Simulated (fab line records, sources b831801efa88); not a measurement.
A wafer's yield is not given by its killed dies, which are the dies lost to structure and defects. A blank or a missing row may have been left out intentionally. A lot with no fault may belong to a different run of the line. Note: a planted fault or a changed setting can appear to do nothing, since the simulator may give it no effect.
8D (eight disciplines) problem report, filled in by code    flow gf180mcu    the parts of the form that need people (team, actions taken, sign-off) are left out

## 1. PROBLEM STATEMENT
Wafers without a fault read 0.995 a.u., standard deviation 0.015; oes product au at GF_POLY_GATE_ETCH_13 reads a mean of 0.880 a.u. on 9 wafers belonging to 3 lots. That is -7.7 standard deviations from the usual mean.
The step: etches poly-Si in HBr/Cl2, stops on SiO2, target depth 198.5 nm, time 66.32 s.
The first sign was on wafer L691.1 at day 11 22:46, on rie si-01. The record holds 21 wafers of 7 lots with a number at this step. Rule for "out", or "out of limits": more than 4 standard deviations from the usual mean. Any other wafer with a number is counted as sound.

## 2. WHAT IT IS, AND WHAT IT ISN'T
question                     is                      is not
which readings at this step  oes product au          drypump motor current A, he backside leak sccm
which lots                   L691, L692, L693        L685, L687, L703, L705
which wafers of those lots   all that have a number  -
read on which tools          rie si-01               rie si-02
when                         from day 11 22:46       up to then (6 sound wafers); but 6 sound wafers of L703, L705 came after

## 3. SUSPECTS, AND WHAT RULES EACH OUT
Counting: a tool at a process step up to the reading stays a suspect if it ran every lot that is out and no sound lot after the first of them.
- rie si-01 at GF_POLY_GATE_ETCH_13 (etches poly-Si in HBr/Cl2, stops on SiO2, target depth 198.5 nm, time 66.32 s): ruled out as a lasting fault. Sound lots L703 ran on it after its first lot that is out, L691 (day 11 22:46).
Left after counting: nothing in the record.

## 4. THE CAUSE (what the simulator had put in)
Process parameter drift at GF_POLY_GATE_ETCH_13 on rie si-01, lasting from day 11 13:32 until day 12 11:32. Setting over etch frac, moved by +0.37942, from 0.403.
Counting ruled it out, wrongly.

## 5. THE CHAIN OF EFFECTS, in route order
Rows list readings where the struck wafers' mean (over those with a number) sits beyond 3 standard deviations from the usual. Only readings for which the record gives a usual standard deviation are gone through. hours: the time from each lot's start at the first step in this table that gives one to its start at this step, as a median over the lots. sigmas: the change in usual standard deviations.
hours  step                  reading         usual       on struck wafers  change  sigmas
0      GF_POLY_GATE_ETCH_13  oes product au  0.995 a.u.  0.880             -0.115  -7.7
Here are the process steps it includes:
- GF_POLY_GATE_ETCH_13: etches poly-Si in HBr/Cl2, stops on SiO2, target depth 198.5 nm, time 66.32 s.

## 6. WHAT WOULD HAVE CAUGHT IT SOONER
In this record no reading fell out of limits until day 11 22:46, 9 hours after the fault had begun at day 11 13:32.
